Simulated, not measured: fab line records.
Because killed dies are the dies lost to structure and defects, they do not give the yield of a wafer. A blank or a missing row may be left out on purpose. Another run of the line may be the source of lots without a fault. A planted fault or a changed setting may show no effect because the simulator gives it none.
A lot that was struck, set against a sound lot	flow sky130	17 out of 708 route steps
Sound: the wafers L712.1, L712.2, L712.6. Wafers L719.3, L719.5, L719.6 were the ones struck. The cause is given at the end.
Per side, at each step with rows, come the tool, then ch with its chambers, and then its first start. Under that, the readings that differ: sound wafers	struck wafers	difference of the means	sigmas: that difference in standard deviations of wafers without a fault.
alike: readings with means less than 2 such deviations apart, plus words and numbers identical on both sides. not compared: withheld readings, readings lacking a value on some wafer, bounds such as >300 that could conceal the same value, and numbers that have no deviation in the record and whose values overlap.
The two part at a step that has a row with sigmas, a row that says differs or no value, or rows on one side only. Numbers that have no deviation but don't overlap get no sigmas and don't part them. A reading that every wafer of one side lacks parts them only if that side has two wafers or more.

first, 2 steps without rows for these wafers: SKY_CONTACT_PEB_12; SKY_CONTACT_DEVELOP_13 (develop time 60 s).
SKY_CONTACT_CD_MEAS_14: the cd target is 170 nm.
  sound on cdSem-02, day 34 15:25; struck on cdSem-01, day 36 19:56
  alike: cdNm
SKY_CONTACT_OVL_MEAS_15:
  sound on overlay-01, day 34 15:32; struck on overlay-01, day 36 20:01
  alike: CONTACT_OVL
SKY_CONTACT_ETCH_16: etches BARC in N2/H2, stops on SiO2, time 45.9 s, target depth 60 nm.
  sound on rieDiel-01 ch 0,2,3, day 34 15:34; struck on rieDiel-03 ch 0,1, day 36 20:03
  alike: drypumpMotorCurrentA, oesProductAu, throttleValvePct
  not compared: rfHoursCounterH
SKY_CONTACT_ETCH_17: etches SiO2 in C4F8/O2/Ar, stops on Si3N4, target depth 340 nm.
  sound on rieDiel-01 ch 0,2,3, day 34 15:37; struck on rieDiel-03 ch 0,1, day 36 20:05
  alike: oesProductAu
SKY_CONTACT_ETCH_18: etches Si3N4 in CHF3/O2, stops on TiN, time 39 s, target depth 75 nm.
  sound: rieDiel-01 ch 0,2,3; struck: rieDiel-03 ch 0,1
  alike: O2_flow_sccm, drypumpMotorCurrentA, oesProductAu, throttleValvePct
  not compared: rfHoursCounterH
SKY_CONTACT_STRIP_19: strips in O2/N2.
  sound on plasmaAsher-02 ch 0,1, day 34 15:42; struck on plasmaAsher-01 ch 0,1, day 36 20:13
  alike: drypumpMotorCurrentA, oesProductAu, stripTimeToEndpointS
  not compared: rfHoursCounterH
then, 3 steps without rows for these wafers: SKY_CONTACT_STRIP_20 (strips in post etch residue remover, time 1200 s); SKY_CONTACT_CLEAN_21 (cleans in IPA, time 180 s); SKY_CONTACT_CLEAN_22 (cleans in O3/DIW).
SKY_CONTACT_SPUTTER_23: material TiN, target thk 20 nm, time 80 s.
  sound on pvdSputter-04, day 34 16:21; struck on pvdSputter-04, day 36 20:48
  alike: throttleValvePct
SKY_CONTACT_CVD_24: deposits W, target thk 340 nm, time 102.12 s.
  sound on cvdW-01 ch 0,1, day 34 16:25; struck on cvdW-02 ch 0,1, day 36 20:55
  no value came back on the struck wafers for chamberPressureTorr (Torr), heaterPowerOuterW (W), heaterPowerW (W); on the sound wafers chamberPressureTorr (Torr) reads 40.00 40.14 40.02
SKY_CONTACT_RS_MEAS_25: measures by four-point-probe.
  sound on filmMetro-03, day 34 16:31; struck on filmMetro-04, day 36 21:01
reading	sound	struck	difference	sigmas
CONTACT_W_RS (ohm/sq)	0.330 0.338 0.336	60.011 61.569 60.528	+60.368	+99 or more
SKY_CONTACT_THK_MEAS_26: measures by xrf.
  sound on filmMetro-03, day 34 16:38; struck on filmMetro-04, day 36 21:07
reading	sound	struck	difference	sigmas
CONTACT_W_THK (nm)	343 336 339	<0 <0 <0	differs	
SKY_CONTACT_CMP_27: polishes, stops on SiO2, t overpolish 15 s, target thk 0 nm.
  sound on cmp-01 ch 0,2,3, day 34 16:42; struck on cmp-02 ch 1,2, day 36 21:13
reading	sound	struck	difference	sigmas
timeToEndpointS (s)	90 85 86	1 2 5	-84	-24
  alike: motorCurrentA
-- the record jumps here: 13 days lie between the struck wafers' starts before and after (it left off in module CONTACT and takes up again in module PAD_OPEN, whose first step shown is number 708 of the route) --
SKY_PAD_OPEN_PROBE_99:
  the record has rows for the struck wafers here (prober-02, day 49 17:49) and none for the sound ones

== WHERE THEY PART ==
Last at SKY_PAD_OPEN_PROBE_99 as far as this record goes, first at SKY_CONTACT_CVD_24.

WHY: what had been put in by the simulator
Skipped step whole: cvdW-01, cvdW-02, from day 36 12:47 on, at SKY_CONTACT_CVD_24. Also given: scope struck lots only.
